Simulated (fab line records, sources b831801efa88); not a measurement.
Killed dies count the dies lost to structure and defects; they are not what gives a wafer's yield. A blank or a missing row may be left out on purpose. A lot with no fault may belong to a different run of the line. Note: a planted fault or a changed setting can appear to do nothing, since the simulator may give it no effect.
Struck lot and sound lot, side by side -- flow sky130 -- 22 steps out of a route of 708
Sound: the wafers L989.2, L989.4, L989.6. Wafers struck: L994.1, L994.3, L994.6. At the end, the cause is stated.
At each step with rows: each side's tool, then ch and its chambers, then its first start. Under that, the readings that differ: sound wafers -- struck wafers -- difference of the means -- sigmas: that difference in standard deviations of wafers without a fault.
alike: a reading whose means differ by less than 2 such deviations, as well as words and numbers matching on both sides. not compared: withheld readings; readings where some wafer has no value; bounds like >300 that might hide an equal value; numbers whose values overlap and for which the record gives no deviation.
A row with sigmas, a row that says differs or no value, or rows on one side alone: a step with any of these is where the two part. Numbers that don't overlap but have no deviation are shown without sigmas and don't part them. Lack of a reading on every wafer of one side parts them only where that side has two or more wafers.

first, 6 steps without rows for these wafers: SKY_LDD_N_IMPLANT_10; SKY_LDD_N_IMPLANT_11; SKY_LDD_N_IMPLANT_12; SKY_LDD_N_IMPLANT_13; SKY_LDD_N_IMPLANT_14; SKY_LDD_N_IMPLANT_15.
SKY_LDD_N_STRIP_16: strips in O2/N2.
  sound on plasmaAsher-04 ch 0,1, day 17 17:25; struck on plasmaAsher-04 ch 0,1, day 19 16:01
  alike: drypumpMotorCurrentA, oesProductAu, stripTimeToEndpointS
  not compared: rfHoursCounterH
SKY_LDD_N_TW_MEAS_17:
  sound on filmMetro-02 at day 17 17:32; struck on filmMetro-02 at day 19 16:07
  alike: LDD_N_TW
then, 4 steps without rows for these wafers: SKY_LDD_P_DEHYDRATE_00 (time 60 s); SKY_LDD_P_HMDS_01 (prime time 60 s); SKY_LDD_P_COAT_02 (resist thk 1140 nm); SKY_LDD_P_SOFTBAKE_03 (time 60 s).
SKY_LDD_P_EXPOSE_04: exposes mask PSDM, target cd 380 nm.
  sound on ilineStepper-02 ch 0, day 18 08:42; struck on ilineStepper-01 ch 0, day 20 07:56
reading,sound,struck,difference,sigmas
mask,PSDM#0 PSDM#0 PSDM#0,NTM#0 NTM#0 NTM#0,differs,
reticleTempC (C),22.87 22.88 22.85,23.13 23.15 23.08,+0.25,+3
then, 2 steps without rows for these wafers: SKY_LDD_P_PEB_05; SKY_LDD_P_DEVELOP_06 (develop time 60 s).
SKY_LDD_P_CD_MEAS_07: target cd 380 nm.
  sound on cdSem-01 at day 18 22:24; struck on cdSem-02 at day 20 23:08
reading,sound,struck,difference,sigmas
cdNm (nm),375.8 375.1 374.4,- - -,no value on the struck wafers,
SKY_LDD_P_OVL_MEAS_08:
  sound on overlay-02 at day 18 22:31; struck on overlay-01 at day 20 23:15
reading,sound,struck,difference,sigmas
LDD_P_OVL (nm),1.6 -0.2 -1.9,- - -,no value on the struck wafers,
after that, 1 step had no rows for these wafers: SKY_LDD_P_IMPLANT_09.
SKY_LDD_P_STRIP_10: strips in O2/N2.
  sound on plasmaAsher-01 ch 0,1, day 18 22:41; struck on plasmaAsher-03 ch 0,1, day 20 23:26
reading,sound,struck,difference,sigmas
stripTimeToEndpointS (s),14.19 14.23 14.19,14.12 14.08 14.17,-0.08,-2
  alike: drypumpMotorCurrentA, oesProductAu
  not compared: rfHoursCounterH
SKY_LDD_P_TW_MEAS_11:
  sound on filmMetro-02 at day 18 22:48; struck on filmMetro-02 at day 20 23:32
reading,sound,struck,difference,sigmas
LDD_P_TW,644 642 641,31 30 30,-612,-99 or more
then, 1 step without rows for these wafers: SKY_LDD_HVN_DEHYDRATE_00 (time 60 s).
-- record jumps: 26 days separate the struck wafers' starts on either side; left off in module LDD_HVN, taken up again in module PAD_OPEN, whose first shown step is the route's number 708 --
SKY_PAD_OPEN_PROBE_99:
  sound on prober-02 at day 45 16:41; struck on prober-01 at day 47 00:41
reading,sound,struck,difference,sigmas
killedAtFrontEnd,12 21 14,412 407 424,+399,+99 or more
killedDies,84 91 90,492 492 492,+404,+43
killedOnRim,20 17 14,96 96 96,+79,+23
  alike: killed_at_M0_to_M3, killed_at_M4_up, killedAtContacts, killedAtOther, killedOpen, killedShort

## WHERE THEY PART
First at SKY_LDD_P_EXPOSE_04; last, within this record, at SKY_PAD_OPEN_PROBE_99.

WHY: what had been put in by the simulator
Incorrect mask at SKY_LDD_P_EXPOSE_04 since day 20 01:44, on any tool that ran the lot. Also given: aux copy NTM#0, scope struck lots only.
